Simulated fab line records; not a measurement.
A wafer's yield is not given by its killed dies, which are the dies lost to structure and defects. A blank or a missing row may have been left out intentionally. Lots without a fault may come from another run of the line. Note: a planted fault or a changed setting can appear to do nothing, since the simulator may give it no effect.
fab line records    flow gf180mcu
[record] lots = 24  wafers = 72  last-day = 34
route steps=602 shown M1@321 V1@339 M3@414 V3@432
lots with no fault: from the same line, run without faults
start-h: hours from the record's first day to the start of the lot's first wafer shown    wait-h: hours from the lot's prior step to this one    " identical to the entry in the row above    L1.1+2: one row covering several wafers at once    - no value present, or no start provided    * or withheld: withheld    < > ~ a bound
route shown NAME@n: a module of which the file shows steps, and the number in the route of the first    usual: the fault-free wafers' mean and standard deviation    same: alike in all rows    chamber/n: place in a boat    sites: each site's reading    _std_site: the values' standard deviation    _edge_site: mean of outer sites minus mean of inner sites    radius-mm: how far each site lies from the wafer's centre    mask NAME#n: copy n    behind: tool/chamber where the wafer was last shaped    hold: why the lot was held/for how many hours/how that ended    device: transistor that didn't switch, given as n, p or np    end of line: tests run on the same wafers once the route is complete    a step with no rows: only its recipe    killed: dies lost to structure and defects at the first sort, not the wafer's yield    map: a wafer's dies, marking killed ones x, the rest . and places with no die _
set.NAME: setting as actually run; set.NAME@STEP: the setting as run at that earlier step    model.NAME: the simulator's own value behind a step, which no gauge read
route steps across a sampled set of lots; one table per step, one row per wafer
services: the hour from which a tool's chamber was out of use, counted from the record's first day as start-h (under 0 if before that day), plus the number of hours and why
[[steps]]
[step GF_M1_THK_MEAS_06]
[recipe] thk-meas-gauge = xrf  reads = AlCu_of_M1_SPUTTER_02
[usual] M1_ALCU_THK = 456/5.4
lot.wafer  tool           chamber  start-h  wait-h  M1_ALCU_THK[nm]
L074.4     film-metro-01  -        364.75   0.1     449
L074.5     "              -        "        "       446
L074.6     "              -        "        "       452
L075.1     film-metro-01  -        371.29   0.1     459
L075.2     "              -        "        "       455
L075.3     "              -        "        "       453
L076.1     film-metro-04  -        380.49   0.1     461
L076.4     "              -        "        "       447
L076.5     "              -        "        "       451
L077.2     film-metro-04  -        390.01   0.1     465
L077.3     "              -        "        "       460
L077.6     "              -        "        "       460
L078.2     film-metro-03  -        400.13   0.1     454
L078.3     "              -        "        "       450
L078.5     "              -        "        "       451
L079.2     film-metro-03  -        411.85   0.1     456
L079.5     "              -        "        "       453
L079.6     "              -        "        "       457
L080.1     film-metro-04  -        425.94   0.1     464
L080.2     "              -        "        "       456
L080.4     "              -        "        "       459
L081.1     film-metro-01  -        427.14   0.1     457
L081.4     "              -        "        "       448
L081.5     "              -        "        "       455
L082.1     film-metro-04  -        443.10   0.1     454
L082.4     "              -        "        "       452
L082.5     "              -        "        "       454
L083.1     film-metro-03  -        458.92   0.1     455
L083.4     "              -        "        "       459
L083.6     "              -        "        "       451
L084.2     film-metro-04  -        461.12   0.1     449
L084.3     "              -        "        "       458
L084.4     "              -        "        "       456
L085.2     film-metro-01  -        468.16   0.1     468
L085.4     "              -        "        "       463
L085.6     "              -        "        "       465
L086.1     film-metro-04  -        471.53   0.1     452
L086.3     "              -        "        "       450
L086.4     "              -        "        "       447
L087.1     film-metro-01  -        489.24   0.1     456
L087.2     "              -        "        "       461
L087.6     "              -        "        "       458
L088.1     film-metro-04  -        494.76   0.1     456
L088.2     "              -        "        "       464
L088.5     "              -        "        "       462
L089.2     film-metro-03  -        503.13   0.1     461
L089.5     "              -        "        "       449
L089.6     "              -        "        "       457
L090.1     film-metro-01  -        513.65   0.1     458
L090.2     "              -        "        "       466
L090.6     "              -        "        "       457
L091.3     film-metro-01  -        518.32   0.1     460
L091.4     "              -        "        "       464
L091.6     "              -        "        "       461
L092.1     film-metro-03  -        523.89   0.1     460
L092.3     "              -        "        "       453
L092.5     "              -        "        "       450
L093.1     film-metro-04  -        536.27   0.1     460
L093.2     "              -        "        "       467
L093.4     "              -        "        "       464
L094.2     film-metro-01  -        542.79   0.1     460
L094.4     "              -        "        "       452
L094.6     "              -        "        "       462
L095.1     film-metro-03  -        545.97   0.1     457
L095.3     "              -        "        "       451
L095.4     "              -        "        "       456
L096.3     film-metro-04  -        556.90   0.1     454
L096.4     "              -        "        "       462
L096.6     "              -        "        "       460
L097.2     film-metro-01  -        567.58   0.1     455
L097.5     "              -        "        "       455
L097.6     "              -        "        "       451
[step GF_V1_CMP_04]
[recipe] material = SiO2  down-force-psi = 4  platen-rpm = 60  pad-velocity-m-s = 0.94248
[usual] head-pressure-psi = 4.000/0.0082  motor-current-A = 11.9/0.89  slurry-filter-dp-kPa = 13.52/0.13  slurry-flow-ml-min = 150.0/0.5  time-to-endpoint-s = 79/6.6
lot.wafer  tool    chamber  start-h  wait-h  head-pressure-psi  motor-current-A  slurry-filter-dp-kPa  slurry-flow-ml-min  time-to-endpoint-s
L074.4     cmp-02  1        388.81   0.1     4.007              10.8             13.71                 149.0               88
L074.6     "       0        "        "       4.018              11.8             13.47                 149.8               80
L074.5     "       1        "        "       3.993              10.4             13.32                 149.1               84
L075.2     cmp-02  2        394.91   0.0     3.991              11.6             13.50                 149.8               72
L075.3     "       3        "        "       4.003              13.4             13.45                 150.0               71
L075.1     "       0        "        "       4.000              11.9             13.49                 150.2               72
L076.4     cmp-02  1        405.25   1.1     4.001              10.9             13.57                 149.3               86
L076.1     "       3        "        "       4.014              12.8             13.63                 149.6               75
L076.5     "       2        "        "       4.007              11.0             13.53                 149.4               85
L077.3     cmp-02  0        414.74   0.1     4.010              11.2             13.55                 150.1               80
L077.2     "       1        "        "       3.990              11.4             13.52                 150.4               84
L077.6     "       3        "        "       4.004              12.7             13.48                 150.4               73
L078.2     cmp-01  3        425.00   0.0     3.999              12.5             13.54                 150.2               77
L078.3     "       0        "        "       3.989              11.4             13.52                 150.6               82
L078.5     "       0        "        "       3.984              11.7             13.53                 149.2               85
L079.2     cmp-01  2        436.99   0.1     4.001              12.7             13.56                 149.7               80
L079.6     "       0        "        "       4.002              11.2             13.48                 150.4               96
L079.5     "       1        "        "       4.002              11.7             13.81                 149.6               84
L080.4     cmp-02  2        451.31   0.0     4.011              11.2             13.50                 149.6               88
L080.1     "       0        "        "       4.002              11.6             13.25                 150.7               78
L080.2     "       1        "        "       4.008              11.4             13.55                 149.6               82
L081.4     cmp-01  2        452.66   0.1     4.004              12.3             13.43                 151.0               85
L081.1     "       3        "        "       4.009              13.1             13.40                 150.6               84
L081.5     "       1        "        "       4.007              11.5             13.52                 149.8               77
L082.4     cmp-01  1        468.39   0.1     3.994              12.0             13.49                 150.1               79
L082.1     "       2        "        "       3.997              12.2             13.56                 149.5               76
L082.5     "       0        "        "       3.999              11.4             13.46                 150.5               83
L083.1     cmp-01  0        484.33   0.1     3.990              11.2             13.50                 149.5               74
L083.4     "       1        "        "       4.002              12.3             13.37                 151.2               78
L083.6     "       0        "        "       4.003              10.9             13.50                 149.7               80
L084.3     cmp-01  0        486.27   0.0     3.990              11.4             13.56                 149.0               77
L084.4     "       2        "        "       3.993              12.0             13.65                 149.0               68
L084.2     "       3        "        "       3.999              13.1             13.78                 149.9               67
L085.2     cmp-02  1        493.31   0.0     4.009              10.7             13.60                 149.7               75
L085.4     "       0        "        "       4.001              11.9             13.44                 150.1               82
L085.6     "       1        "        "       4.014              10.7             13.57                 150.1               79
L086.3     cmp-01  3        496.58   0.0     4.019              12.9             13.33                 149.9               80
L086.4     "       1        "        "       4.006              12.2             13.50                 150.2               84
L086.1     "       2        "        "       3.999              11.9             13.55                 150.6               82
L087.1     cmp-02  2        514.35   0.1     4.002              12.2             13.40                 150.4               64
L087.2     "       0        "        "       4.014              11.1             13.63                 150.5               69
L087.6     "       1        "        "       3.994              10.8             13.24                 149.8               78
L088.1     cmp-02  1        519.35   0.1     3.991              10.5             13.45                 150.4               77
L088.2     "       2        "        "       3.992              12.1             13.48                 150.4               67
L088.5     "       2        "        "       4.006              11.4             13.35                 151.3               75
L089.2     cmp-02  1        527.36   0.2     4.003              11.2             13.57                 150.4               72
L089.6     "       2        "        "       3.996              11.3             13.49                 150.3               85
L089.5     "       3        "        "       3.991              13.4             13.60                 150.0               70
L090.1     cmp-02  2        538.31   0.1     3.996              11.7             13.57                 150.7               77
L090.2     "       3        "        "       3.990              13.8             13.50                 149.8               79
L090.6     "       2        "        "       4.017              11.3             13.76                 150.4               81
L091.4     cmp-02  0        542.88   0.1     4.002              11.8             13.55                 149.2               84
L091.3     "       1        "        "       4.008              11.5             13.31                 150.4               75
L091.6     "       3        "        "       4.001              14.0             13.66                 149.8               70
L092.3     cmp-02  0        548.07   0.1     4.002              11.6             13.81                 148.8               77
L092.1     "       2        "        "       3.997              11.1             13.45                 149.9               83
L092.5     "       3        "        "       4.002              13.5             13.52                 150.3               73
L093.2     cmp-02  3        559.58   0.0     3.994              13.4             13.46                 150.1               68
L093.4     "       0        "        "       4.014              11.9             13.54                 150.3               80
L093.1     "       2        "        "       3.998              11.2             13.39                 149.9               75
L094.4     cmp-01  3        566.63   0.2     4.002              13.3             13.46                 149.6               87
L094.2     "       0        "        "       4.007              11.1             13.63                 150.0               94
L094.6     "       0        "        "       3.995              11.3             13.25                 150.1               96
L095.1     cmp-02  0        569.69   0.1     4.018              11.9             13.41                 150.4               73
L095.3     "       1        "        "       3.993              11.5             13.54                 150.5               78
L095.4     "       2        "        "       3.990              12.2             13.49                 151.0               79
L096.4     cmp-02  1        579.61   0.1     4.003              11.1             13.23                 150.2               87
L096.3     "       2        "        "       4.000              11.5             13.60                 149.9               80
L096.6     "       0        "        "       4.006              11.9             13.76                 150.2               81
L097.2     cmp-01  1        590.50   0.1     3.992              11.6             13.62                 148.8               80
L097.6     "       3        "        "       3.998              12.7             13.37                 150.7               90
L097.5     "       0        "        "       4.008              11.1             13.76                 150.2               86
[step GF_M3_RS_MEAS_05]
[recipe] thk-meas-gauge = four-point-probe  reads = TiN_of_M3_SPUTTER_04+Ti_of_M3_SPUTTER_03+AlCu_of_M3_SPUTTER_02+TiN_of_M3_SPUTTER_01+Ti_of_M3_SPUTTER_00
[usual] M3_ALCU_RS = 0.0696/0.00082
lot.wafer  tool           chamber  start-h  wait-h  M3_ALCU_RS[ohm/sq]
L074.4     film-metro-04  -        465.73   0.1     0.0709
L074.5     "              -        "        "       0.0709
L074.6     "              -        "        "       0.0694
L075.1     film-metro-01  -        472.45   0.0     0.0680
L075.2     "              -        "        "       0.0692
L075.3     "              -        "        "       0.0692
L076.1     film-metro-04  -        483.52   0.0     0.0699
L076.4     "              -        "        "       0.0693
L076.5     "              -        "        "       0.0699
L077.2     film-metro-01  -        492.15   0.0     0.0704
L077.3     "              -        "        "       0.0690
L077.6     "              -        "        "       0.0709
L078.2     film-metro-03  -        503.42   0.0     0.0696
L078.3     "              -        "        "       0.0690
L078.5     "              -        "        "       0.0688
L079.2     film-metro-04  -        514.59   0.0     0.0716
L079.5     "              -        "        "       0.0713
L079.6     "              -        "        "       0.0720
L080.1     film-metro-01  -        527.28   0.0     0.0690
L080.2     "              -        "        "       0.0691
L080.4     "              -        "        "       0.0694
L081.1     film-metro-03  -        528.87   0.0     0.0699
L081.4     "              -        "        "       0.0691
L081.5     "              -        "        "       0.0690
L082.1     film-metro-04  -        545.28   0.0     0.0690
L082.4     "              -        "        "       0.0698
L082.5     "              -        "        "       0.0686
L083.1     film-metro-04  -        558.80   0.0     0.0696
L083.4     "              -        "        "       0.0682
L083.6     "              -        "        "       0.0690
L084.2     film-metro-03  -        561.60   0.0     0.0685
L084.3     "              -        "        "       0.0695
L084.4     "              -        "        "       0.0682
L085.2     film-metro-03  -        568.17   0.0     0.0691
L085.4     "              -        "        "       0.0699
L085.6     "              -        "        "       0.0693
L086.1     film-metro-04  -        570.65   0.0     0.0700
L086.3     "              -        "        "       0.0686
L086.4     "              -        "        "       0.0699
L087.1     film-metro-03  -        587.25   0.0     0.0685
L087.2     "              -        "        "       0.0693
L087.6     "              -        "        "       0.0683
L088.1     film-metro-03  -        591.39   0.0     0.0701
L088.2     "              -        "        "       0.0697
L088.5     "              -        "        "       0.0695
L089.2     film-metro-01  -        597.27   0.0     0.0689
L089.5     "              -        "        "       0.0700
L089.6     "              -        "        "       0.0681
L090.1     film-metro-04  -        609.46   0.0     0.0693
L090.2     "              -        "        "       0.0696
L090.6     "              -        "        "       0.0685
L091.3     film-metro-01  -        613.50   0.1     0.0700
L091.4     "              -        "        "       0.0699
L091.6     "              -        "        "       0.0701
L092.1     film-metro-01  -        617.77   0.0     0.0707
L092.3     "              -        "        "       0.0706
L092.5     "              -        "        "       0.0703
L093.1     film-metro-04  -        628.35   0.0     0.0691
L093.2     "              -        "        "       0.0702
L093.4     "              -        "        "       0.0701
L094.2     film-metro-03  -        634.70   0.0     0.0696
L094.4     "              -        "        "       0.0696
L094.6     "              -        "        "       0.0702
L095.1     film-metro-01  -        638.48   0.0     0.0712
L095.3     "              -        "        "       0.0707
L095.4     "              -        "        "       0.0708
L096.3     film-metro-03  -        646.51   0.1     0.0691
L096.4     "              -        "        "       0.0694
L096.6     "              -        "        "       0.0692
L097.2     film-metro-01  -        658.19   0.0     0.0699
L097.5     "              -        "        "       0.0702
L097.6     "              -        "        "       0.0715
[step GF_M3_OVL_MEAS_15]
[usual] M3_OVL = 0/5.1
lot.wafer  tool        chamber  start-h  wait-h  M3_OVL[nm]
L074.4     overlay-02  -        489.81   0.1     3
L074.5     "           -        "        "       1
L074.6     "           -        "        "       -2
L075.1     overlay-02  -        496.97   0.1     3
L075.2     "           -        "        "       -4
L075.3     "           -        "        "       2
L076.1     overlay-01  -        507.07   0.1     6
L076.4     "           -        "        "       5
L076.5     "           -        "        "       5
L077.2     overlay-01  -        515.88   0.1     -4
L077.3     "           -        "        "       1
L077.6     "           -        "        "       -2
L078.2     overlay-02  -        527.04   0.1     6
L078.3     "           -        "        "       6
L078.5     "           -        "        "       5
L079.2     overlay-02  -        537.83   0.1     2
L079.5     "           -        "        "       9
L079.6     "           -        "        "       -1
L080.1     overlay-02  -        550.12   0.1     -5
L080.2     "           -        "        "       0
L080.4     "           -        "        "       4
L081.1     overlay-01  -        552.17   0.1     -4
L081.4     "           -        "        "       0
L081.5     "           -        "        "       3
L082.1     overlay-02  -        567.77   0.1     -1
L082.4     "           -        "        "       -3
L082.5     "           -        "        "       -5
L083.1     overlay-02  -        580.87   0.1     5
L083.4     "           -        "        "       15
L083.6     "           -        "        "       4
L084.2     overlay-01  -        583.48   0.1     -6
L084.3     "           -        "        "       2
L084.4     "           -        "        "       0
L085.2     overlay-01  -        589.58   0.1     4
L085.4     "           -        "        "       0
L085.6     "           -        "        "       3
L086.1     overlay-02  -        592.37   0.1     -10
L086.3     "           -        "        "       -5
L086.4     "           -        "        "       -7
L087.1     overlay-01  -        608.62   0.1     9
L087.2     "           -        "        "       -2
L087.6     "           -        "        "       1
L088.1     overlay-01  -        612.62   0.1     0
L088.2     "           -        "        "       -1
L088.5     "           -        "        "       5
L089.2     overlay-02  -        618.28   0.1     1
L089.5     "           -        "        "       4
L089.6     "           -        "        "       2
L090.1     overlay-02  -        629.12   0.1     -11
L090.2     "           -        "        "       -7
L090.6     "           -        "        "       1
L091.3     overlay-02  -        633.43   0.1     1
L091.4     "           -        "        "       -6
L091.6     "           -        "        "       1
L092.1     overlay-01  -        638.09   0.1     -5
L092.3     "           -        "        "       -9
L092.5     "           -        "        "       -2
L093.1     overlay-01  -        648.64   0.1     2
L093.2     "           -        "        "       -1
L093.4     "           -        "        "       0
L094.2     overlay-01  -        654.64   0.1     11
L094.4     "           -        "        "       7
L094.6     "           -        "        "       9
L095.1     overlay-02  -        658.37   0.1     -11
L095.3     "           -        "        "       -8
L095.4     "           -        "        "       -5
L096.3     overlay-01  -        665.88   0.1     0
L096.4     "           -        "        "       -1
L096.6     "           -        "        "       2
L097.2     overlay-02  -        677.22   0.1     -6
L097.5     "           -        "        "       -6
L097.6     "           -        "        "       -2
[step GF_V3_THK_MEAS_03]
[recipe] reads = SiO2_of_V3_CVD_02
[usual] V3_CVD_02_THK = 853/11
lot.wafer  tool           chamber  start-h  wait-h  V3_CVD_02_THK[nm]
L074.4     film-metro-02  -        490.71   0.0     860
L074.5     "              -        "        "       846
L074.6     "              -        "        "       860
L075.1     film-metro-04  -        497.85   0.0     845
L075.2     "              -        "        "       846
L075.3     "              -        "        "       833
L076.1     film-metro-02  -        508.07   0.0     844
L076.4     "              -        "        "       856
L076.5     "              -        "        "       860
L077.2     film-metro-03  -        516.91   0.1     847
L077.3     "              -        "        "       868
L077.6     "              -        "        "       879
L078.2     film-metro-03  -        528.08   0.0     862
L078.3     "              -        "        "       857
L078.5     "              -        "        "       872
L079.2     film-metro-04  -        538.86   0.0     846
L079.5     "              -        "        "       873
L079.6     "              -        "        "       870
L080.1     film-metro-04  -        551.00   0.0     840
L080.2     "              -        "        "       835
L080.4     "              -        "        "       863
L081.1     film-metro-04  -        553.06   0.0     854
L081.4     "              -        "        "       864
L081.5     "              -        "        "       876
L082.1     film-metro-04  -        568.68   0.0     834
L082.4     "              -        "        "       850
L082.5     "              -        "        "       846
L083.1     film-metro-03  -        581.76   0.0     834
L083.4     "              -        "        "       854
L083.6     "              -        "        "       855
L084.2     film-metro-02  -        584.36   0.0     847
L084.3     "              -        "        "       837
L084.4     "              -        "        "       853
L085.2     film-metro-02  -        590.53   0.0     840
L085.4     "              -        "        "       864
L085.6     "              -        "        "       857
L086.1     film-metro-04  -        593.29   0.0     838
L086.3     "              -        "        "       830
L086.4     "              -        "        "       860
L087.1     film-metro-03  -        609.51   0.0     849
L087.2     "              -        "        "       844
L087.6     "              -        "        "       856
L088.1     film-metro-04  -        613.51   0.0     839
L088.2     "              -        "        "       840
L088.5     "              -        "        "       840
L089.2     film-metro-03  -        619.16   0.0     856
L089.5     "              -        "        "       871
L089.6     "              -        "        "       869
L090.1     film-metro-02  -        630.01   0.0     853
L090.2     "              -        "        "       839
L090.6     "              -        "        "       867
L091.3     film-metro-03  -        634.36   0.1     846
L091.4     "              -        "        "       849
L091.6     "              -        "        "       869
L092.1     film-metro-04  -        639.02   0.0     833
L092.3     "              -        "        "       844
L092.5     "              -        "        "       858
L093.1     film-metro-04  -        649.53   0.0     863
L093.2     "              -        "        "       861
L093.4     "              -        "        "       875
L094.2     film-metro-04  -        655.53   0.0     842
L094.4     "              -        "        "       864
L094.6     "              -        "        "       867
L095.1     film-metro-03  -        659.29   0.0     849
L095.3     "              -        "        "       856
L095.4     "              -        "        "       856
L096.3     film-metro-02  -        666.77   0.1     839
L096.4     "              -        "        "       849
L096.6     "              -        "        "       866
L097.2     film-metro-02  -        678.15   0.0     851
L097.5     "              -        "        "       847
L097.6     "              -        "        "       852
[step GF_V3_SPUTTER_21]
[recipe] material = Ti  target-thk-nm = 15  chamber-pressure-pa = 5  power-w = 2500  substrate-temp-c = 200  time-s = 80.02
[usual] throttle-valve-pct = 29.8/0.95
lot.wafer  tool            chamber  start-h  wait-h  throttle-valve-pct
L074.4     pvd-sputter-02  -        515.62   0.0     30.3
L074.5     "               -        "        "       27.8
L074.6     "               -        "        "       30.7
L075.1     pvd-sputter-04  -        522.85   0.0     31.7
L075.2     "               -        "        "       29.4
L075.3     "               -        "        "       30.4
L076.1     pvd-sputter-02  -        532.34   0.0     30.3
L076.4     "               -        "        "       30.4
L076.5     "               -        "        "       27.8
L077.2     pvd-sputter-03  -        541.58   0.0     30.3
L077.3     "               -        "        "       29.5
L077.6     "               -        "        "       29.7
L078.2     pvd-sputter-04  -        551.93   0.0     31.9
L078.3     "               -        "        "       28.7
L078.5     "               -        "        "       29.4
L079.2     pvd-sputter-03  -        562.18   0.0     29.9
L079.5     "               -        "        "       29.6
L079.6     "               -        "        "       30.2
L080.1     pvd-sputter-03  -        574.40   0.0     30.3
L080.2     "               -        "        "       29.5
L080.4     "               -        "        "       29.9
L081.1     pvd-sputter-02  -        576.22   0.0     30.6
L081.4     "               -        "        "       27.6
L081.5     "               -        "        "       27.8
L082.1     pvd-sputter-03  -        591.87   0.0     30.1
L082.4     "               -        "        "       29.9
L082.5     "               -        "        "       30.0
L083.1     pvd-sputter-03  -        603.73   0.0     29.7
L083.4     "               -        "        "       29.0
L083.6     "               -        "        "       29.2
L084.2     pvd-sputter-03  -        606.20   0.0     30.2
L084.3     "               -        "        "       29.9
L084.4     "               -        "        "       29.5
L085.2     pvd-sputter-03  -        612.90   0.0     29.5
L085.4     "               -        "        "       30.1
L085.6     "               -        "        "       30.0
L086.1     pvd-sputter-02  -        616.28   0.0     30.1
L086.3     "               -        "        "       27.7
L086.4     "               -        "        "       30.5
L087.1     pvd-sputter-03  -        630.47   0.0     29.8
L087.2     "               -        "        "       29.3
L087.6     "               -        "        "       29.7
L088.1     pvd-sputter-02  -        635.08   0.0     30.2
L088.2     "               -        "        "       30.6
L088.5     "               -        "        "       30.3
L089.2     pvd-sputter-04  -        641.41   0.0     31.7
L089.5     "               -        "        "       31.8
L089.6     "               -        "        "       30.3
L090.1     pvd-sputter-03  -        651.36   0.0     29.7
L090.2     "               -        "        "       30.4
L090.6     "               -        "        "       29.5
L091.3     pvd-sputter-02  -        655.71   0.0     30.5
L091.4     "               -        "        "       27.8
L091.6     "               -        "        "       27.9
L092.1     pvd-sputter-04  -        660.60   0.0     28.8
L092.3     "               -        "        "       29.3
L092.5     "               -        "        "       30.3
L093.1     pvd-sputter-02  -        670.02   0.0     28.0
L093.2     "               -        "        "       30.6
L093.4     "               -        "        "       30.5
L094.2     pvd-sputter-02  -        676.23   0.0     30.0
L094.4     "               -        "        "       27.7
L094.6     "               -        "        "       30.4
L095.1     pvd-sputter-03  -        679.56   0.0     29.2
L095.3     "               -        "        "       29.5
L095.4     "               -        "        "       30.5
L096.3     pvd-sputter-03  -        686.12   0.0     30.2
L096.4     "               -        "        "       29.0
L096.6     "               -        "        "       30.2
L097.2     pvd-sputter-04  -        697.72   0.0     29.2
L097.5     "               -        "        "       31.8
L097.6     "               -        "        "       30.5
[[services]]
tool            chamber  start-h  hours  kind
cmp-01          -        370.44   1.0    repair
cmp-01          -        376.46   2.5    repair
cmp-01          -        384.05   1.8    repair
cmp-02          -        384.43   0.2    repair
cmp-01          -        404.14   4.0    pm
cmp-01          -        404.65   1.2    repair
cmp-02          -        422.72   16.5   pm
pvd-sputter-03  2        500.17   -      consumable-replace:kit
pvd-sputter-03  2        500.17   18.0   scheduled-down
cmp-02          -        521.16   1.8    repair
pvd-sputter-04  -        529.79   0.6    repair
cmp-01          -        535.45   1.3    repair
cmp-02          -        572.00   4.0    pm
cmp-02          -        576.00   -      consumable-replace:conditioner
cmp-02          -        576.00   -      consumable-replace:pad
pvd-sputter-03  -        587.28   2.5    repair
pvd-sputter-02  -        602.87   5.4    repair
cmp-01          -        618.24   6.8    pm
cmp-02          -        635.04   4.7    pm
pvd-sputter-03  -        641.78   1.8    repair
cmp-01          -        647.08   0.4    repair
cmp-02          -        667.26   4.5    repair
pvd-sputter-04  -        675.54   7.7    repair
pvd-sputter-02  -        693.79   6.3    repair
[[key]]
fault none
